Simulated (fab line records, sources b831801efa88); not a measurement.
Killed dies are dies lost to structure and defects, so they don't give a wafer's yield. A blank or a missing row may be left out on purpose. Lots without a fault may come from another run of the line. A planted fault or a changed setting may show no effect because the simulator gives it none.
Problem report in the 8D (eight disciplines) form, filled by code | flow gf180mcu | the parts of the form that need people (team, actions taken, sign-off) are left out

1. THE PROBLEM
cd_nm at GF_POLY_GATE_CD_MEAS_10 reads a mean of 272.5 nm on 6 wafers of 2 lots; wafers without a fault read 280.0 nm with a standard deviation of 1.3. That is -5.8 standard deviations from the usual mean.
The step: target cd 280 nm.
First seen on wafer L532.2, day 15 00:44, on cd_sem-02. The record holds 42 wafers of 14 lots with a number at this step. Rule for "out", or "out of limits": more than 4 standard deviations from the usual mean. The other wafers with a number count as sound.

2. WHAT IT IS AND WHAT IT IS NOT
question                    | is                     | is not
which readings at this step | cd_nm                  | -
which lots                  | L532, L534             | L514, L515, L518, L519, L520, L521, L522, L523, L526, L527, L531, L537
which wafers of those lots  | all that have a number | -
read on which gauges        | cd_sem-01, cd_sem-02   | -
when                        | from day 15 00:44      | up to then (33 sound wafers); but 3 sound wafers of L537 came after

3. SUSPECTS, AND WHAT RULES EACH OUT
Counting: a tool at a process step up to the reading stays a suspect if it ran every lot that is out and no sound lot after the first of them.
- the gauge at GF_POLY_GATE_CD_MEAS_10: ruled out. The wafers that are out were read on 2 gauges (cd_sem-01, cd_sem-02).
- litho_track-01 at GF_POLY_GATE_PEB_08 (peb time 90 s): kept. It ran every lot that is out, first L532 (day 15 00:23), and no sound lot after that; its last sound lot up to then is L531 (day 14 23:41).
Left after counting: litho_track-01 at GF_POLY_GATE_PEB_08.

4. THE CAUSE (what the simulator had put in)
Process parameter drift: litho_track-01, from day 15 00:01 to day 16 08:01, at GF_POLY_GATE_PEB_08. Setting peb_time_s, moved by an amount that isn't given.
Counting left only this tool.

5. THE CHAIN OF EFFECTS, in route order
Each row: a reading whose mean over the struck wafers that have a number lies more than 3 standard deviations from the usual. Only readings for which the record gives a usual standard deviation are gone through. hours: the time from each lot's start at the first step in this table that gives one to its start at this step, as a median over the lots. sigmas: the change in usual standard deviations.
hours | step                    | reading | usual    | on struck wafers | change | sigmas
0     | GF_POLY_GATE_CD_MEAS_10 | cd_nm   | 280.0 nm | 272.5            | -7.5   | -5.8
Later measuring or inspecting steps at which every struck wafer that the step has a row for has a number for every such reading, and none has moved that far: GF_POLY_GATE_THK_MEAS_17, GF_HV_LDD_CD_MEAS_19.

6. WHAT WOULD HAVE CAUGHT IT SOONER
In this record the first reading out of limits at a measuring or inspecting step was taken at day 15 00:44, 1 hour after the fault began at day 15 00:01.
Of the tool readings at GF_POLY_GATE_PEB_08 for which the record gives a usual standard deviation, none was out on any struck wafer, so an alarm limit of 4 standard deviations on them would not have fired.
Of the lots that are out (2), L534 began GF_POLY_GATE_PEB_08 on litho_track-01 after day 15 00:44. A hold on the tool at that time would have spared it.
